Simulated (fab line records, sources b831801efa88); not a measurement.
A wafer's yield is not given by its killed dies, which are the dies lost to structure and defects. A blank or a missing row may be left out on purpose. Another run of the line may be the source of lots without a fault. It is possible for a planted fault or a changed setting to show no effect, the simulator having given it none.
The tool behind it: which one? | flow sky130 | 11 lots, 33 wafers sampled, at 5 steps of a route of 708

== WHAT THE GAUGES SHOWED, per wafer ==
SKY_CAP2M_THK_MEAS_01.
lot  | measured     | on            | CAP2M_CVD_00_THK (nm)
L586 | day 39 15:37 | film-metro-03 | 15.55 15.32 15.98
L589 | day 40 10:16 | film-metro-03 | 15.05 15.18 15.43
L590 | day 40 19:05 | film-metro-02 | 15.25 15.90 15.65
L592 | day 41 09:00 | film-metro-02 | 15.14 15.12 15.59
L596 | day 42 17:13 | film-metro-03 | 15.48 15.86 15.77
L601 | day 44 04:12 | film-metro-04 | 15.26 15.29 15.59
L602 | day 44 07:46 | film-metro-04 | 15.14 25.36 15.55
L606 | day 45 11:31 | film-metro-03 | 25.13 15.80 25.46
L605 | day 45 13:01 | film-metro-04 | 15.89 15.47 16.10
L608 | day 45 19:28 | film-metro-02 | 15.78 15.64 15.44
L609 | day 45 23:40 | film-metro-03 | 15.58 16.09 15.56

SKY_CAP2M_OVL_MEAS_12.
lot  | measured     | on         | CAP2M_OVL (nm)
L586 | day 40 15:50 | overlay-01 | -0.2 -0.8 0.8
L589 | day 41 10:06 | overlay-02 | -0.7 -1.4 -1.5
L590 | day 41 18:32 | overlay-02 | -2.1 0.4 1.2
L592 | day 42 09:00 | overlay-01 | 3.3 1.7 0.4
L596 | day 43 16:14 | overlay-02 | 0.8 2.0 0.3
L601 | day 45 02:05 | overlay-01 | -0.4 -1.1 -0.5
L602 | day 45 05:46 | overlay-02 | 0.4 0.0 2.2
L606 | day 46 08:06 | overlay-01 | -2.5 -1.1 -1.7
L605 | day 46 09:14 | overlay-02 | 1.0 -1.0 1.8
L608 | day 46 15:53 | overlay-02 | 1.6 3.3 0.4
L609 | day 46 20:08 | overlay-02 | -0.3 0.5 -1.1

== EACH LOT AND THE TOOL THAT RAN IT (in order: tool; ch and the chambers of the sampled wafers; start) ==
lot  | SKY_METAL3_ETCH_16                | SKY_VIA3_SPUTTER_20          | SKY_CAP2M_CVD_00
L586 | rie-metal-03 ch 0, day 38 10:43   | pvd-sputter-04, day 39 14:46 | pecvd-01 ch 0,2, day 39 15:35
L589 | rie-metal-03 ch 0, day 39 05:56   | pvd-sputter-01, day 40 09:25 | pecvd-02 ch 0,1, day 40 10:14
L590 | rie-metal-02 ch 1, day 39 15:35   | pvd-sputter-03, day 40 17:53 | pecvd-01 ch 0,1,2, day 40 19:02
L592 | rie-metal-02 ch 0,1, day 40 04:57 | pvd-sputter-04, day 41 08:08 | pecvd-02 ch 1,2, day 41 08:58
L596 | rie-metal-03 ch 1, day 41 15:35   | pvd-sputter-01, day 42 16:22 | pecvd-04 ch 0,2, day 42 17:11
L601 | rie-metal-02 ch 0,1, day 43 03:18 | pvd-sputter-04, day 44 03:22 | pecvd-01 ch 0,1, day 44 04:11
L602 | rie-metal-03 ch 0,1, day 43 06:06 | pvd-sputter-01, day 44 06:55 | pecvd-01 ch 0,1,2, day 44 07:43
L606 | rie-metal-03 ch 0,1, day 44 10:29 | pvd-sputter-04, day 45 10:40 | pecvd-01 ch 0,1, day 45 11:29
L605 | rie-metal-02 ch 0,1, day 44 11:52 | pvd-sputter-03, day 45 12:09 | pecvd-04 ch 0,1,2, day 45 12:59
L608 | rie-metal-02 ch 0,1, day 44 18:22 | pvd-sputter-04, day 45 18:36 | pecvd-02 ch 0,1,2, day 45 19:26
L609 | rie-metal-01 ch 0,1, day 44 23:13 | pvd-sputter-03, day 45 22:33 | pecvd-04 ch 0,1,2, day 45 23:38
- SKY_METAL3_ETCH_16: etches BARC in N2/H2, stops on SiO2, time 88.2 s, target depth 60 nm.
- SKY_VIA3_SPUTTER_20: material TiN, target thk 20 nm, time 80 s.
- SKY_CAP2M_CVD_00: deposits SiO2, target thk 15.5 nm.

== WHAT THE TOOLS THEMSELVES READ (means of the sampled wafers that have a number; where no wafer has one, the mark that the record gives instead) ==
SKY_METAL3_ETCH_16.
lot  | tool         | drypump-motor-current-A (A) | oes-product-au (a.u.) | throttle-valve-pct (%)
L586 | rie-metal-03 | 5.38                        | 0.628                 | 13.196
L589 | rie-metal-03 | 5.39                        | 0.619                 | 13.207
L590 | rie-metal-02 | 5.27                        | 0.627                 | 13.197
L592 | rie-metal-02 | 5.40                        | 0.630                 | 13.203
L596 | rie-metal-03 | 5.89                        | 0.626                 | 13.203
L601 | rie-metal-02 | 5.40                        | 0.626                 | 13.210
L602 | rie-metal-03 | 5.72                        | 0.625                 | 13.212
L606 | rie-metal-03 | 5.57                        | 0.625                 | 13.196
L605 | rie-metal-02 | 5.39                        | 0.625                 | 13.199
L608 | rie-metal-02 | 5.59                        | 0.623                 | 13.199
L609 | rie-metal-01 | 5.26                        | 0.623                 | 13.201

SKY_VIA3_SPUTTER_20.
lot  | tool           | throttle-valve-pct (%)
L586 | pvd-sputter-04 | 30.0
L589 | pvd-sputter-01 | 30.6
L590 | pvd-sputter-03 | 30.5
L592 | pvd-sputter-04 | 29.4
L596 | pvd-sputter-01 | 29.7
L601 | pvd-sputter-04 | 30.1
L602 | pvd-sputter-01 | 29.8
L606 | pvd-sputter-04 | 30.6
L605 | pvd-sputter-03 | 30.4
L608 | pvd-sputter-04 | 29.5
L609 | pvd-sputter-03 | 30.4

SKY_CAP2M_CVD_00.
lot  | tool     | heater-power-w (W)
L586 | pecvd-01 | 742
L589 | pecvd-02 | 761
L590 | pecvd-01 | 706
L592 | pecvd-02 | 757
L596 | pecvd-04 | 728
L601 | pecvd-01 | 793
L602 | pecvd-01 | 691
L606 | pecvd-01 | 728
L605 | pecvd-04 | 696
L608 | pecvd-02 | 757
L609 | pecvd-04 | 680

== THE ANSWER, worked out from the rows above alone ==
Rule: the lots themselves supply what counts as usual. The widest of any qualifying gaps counts: lots, ordered by their means at a reading, are off when they make up no more than a third of the lots, leave a main group of 4 or more, and stand apart from it by 3 or more times the standard deviation of that group's means. The tables above print the reading to a certain number of digits; a main group whose means all agree to those digits is not used. Also off: a lot with no number at a reading for which 4 or more lots have one. All remaining lots with rows at the step are treated as sound. Order of review: gauges by route order, followed by the tools' own readings, for which a lot's mean as printed above is used. The first step at which some lot is off is used, and at that step the reading that is off furthest; a lot without a number counts as furthest.
Off: L602, L606, seen at SKY_CAP2M_THK_MEAS_01 (CAP2M_CVD_00_THK). The main group: mean 15.55 nm, standard deviation 0.2.
If a tool, at a process step before that reading, ran all the lots that are off and no sound lot after the first of them, it fits. Those tools and the gauges at SKY_CAP2M_THK_MEAS_01 are tried in the same way. Can't be told from this: 2 tools fit, rie-metal-03 at SKY_METAL3_ETCH_16, pecvd-01 at SKY_CAP2M_CVD_00.

== WHAT THE SIMULATOR HAD INSERTED ==
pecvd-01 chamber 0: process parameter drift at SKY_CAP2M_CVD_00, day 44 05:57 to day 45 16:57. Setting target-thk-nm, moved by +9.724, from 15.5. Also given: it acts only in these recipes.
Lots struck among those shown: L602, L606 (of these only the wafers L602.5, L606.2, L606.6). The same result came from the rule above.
